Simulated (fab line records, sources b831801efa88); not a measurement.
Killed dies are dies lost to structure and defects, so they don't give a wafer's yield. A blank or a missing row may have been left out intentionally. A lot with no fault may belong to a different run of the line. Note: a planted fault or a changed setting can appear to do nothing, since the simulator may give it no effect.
Code-filled problem report in 8D (eight disciplines) form	flow sfqLine	the parts of the form that need people (team, actions taken, sign-off) are left out

== 1. THE PROBLEM ==
Across 6 wafers from 2 lots, JJ_NB_RS at SFQ_JJ_RS_MEAS_929 averages 0.916 ohm/sq, while fault-free wafers read 1.048 ohm/sq with a standard deviation of 0.01. Measured from the usual mean, that is -13 standard deviations.
The step: measures by four-point-probe.
First seen on wafer L250.3, day 56 12:54, on filmMetro-01. The record has a number at this step for 42 wafers belonging to 14 lots. Rule for "out" (also "out of limits"): further than 4 standard deviations from the usual mean. All remaining wafers that have a number are taken as sound.

== 2. WHAT IT IS; WHAT IT IS NOT ==
question	is	is not
which readings at this step	JJ_NB_RS	-
which lots	L250, L252	L236, L237, L238, L239, L240, L241, L244, L249, L256, L257, L258, L259
which wafers of those lots	all that have a number	-
read on which gauges	filmMetro-01, filmMetro-03	filmMetro-02
when	from day 56 12:54	up to then (24 sound wafers); but 12 sound wafers of L256, L257, L258, L259 came after

== 3. THE SUSPECTS, EACH WITH WHAT RULES IT OUT ==
Counting: a tool at any process step up to the reading remains a suspect when it ran all the lots that are out and ran no sound lot after the first of those.
- the gauge at SFQ_JJ_RS_MEAS_929 is ruled out. The wafers that are out were read on 2 gauges (filmMetro-01, filmMetro-03).
- pvdSputter-06 at SFQ_TRILAYER_JJ_TRILAYER_DEP_SPUTTER_112 (material Nb, target thk 170 nm, time 113.3 s): ruled out as a lasting fault. Following L250 (day 56 12:47), the first lot on it that is out, the sound lots L259 were run on it.
Left after counting: nothing in the record.

== 4. THE CAUSE (what the simulator had put in) ==
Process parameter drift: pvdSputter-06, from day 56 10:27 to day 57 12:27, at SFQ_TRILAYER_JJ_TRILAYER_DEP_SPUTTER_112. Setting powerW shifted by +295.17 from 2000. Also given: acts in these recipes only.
Counting ruled it out, wrongly: the rule takes a fault to strike every lot that its tool runs from its start on, and this one did not.

== 5. SEQUENCE OF EFFECTS, ordered by route ==
Each row: a reading where the mean over the struck wafers with a number is more than 3 standard deviations away from the usual. Only readings for which the record gives a usual standard deviation are gone through. hours: the time from each lot's start at the first step in this table that gives one to its start at this step, as a median over the lots. sigmas: the change in usual standard deviations.
hours	step	reading	usual	on struck wafers	change	sigmas
0	SFQ_TRILAYER_JJ_TRILAYER_DEP_SPUTTER_112	cathodeDcPowerW	2000.0 W	2294.9	+294.9	+99 or more
0	SFQ_JJ_RS_MEAS_929	JJ_NB_RS	1.048 ohm/sq	0.916	-0.132	-13
Here are the process steps it includes:
- SFQ_TRILAYER_JJ_TRILAYER_DEP_SPUTTER_112: material Nb, target thk 170 nm, time 113.3 s.
At these later measuring or inspecting steps, every struck wafer for which the step has a row has a number for every such reading, and none has moved that far: SFQ_R5_OVL_MEAS_935.

== 6. WHAT WOULD HAVE CAUGHT IT SOONER ==
Counted from the fault's start at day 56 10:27, it took 2 hours until the first out-of-limits reading at a measuring or inspecting step in this record, taken at day 56 12:54.
The tool's own readings at SFQ_TRILAYER_JJ_TRILAYER_DEP_SPUTTER_112 were out on every struck wafer that the step has a row for (cathodeDcPowerW): an alarm limit on them would have fired on the first of those.
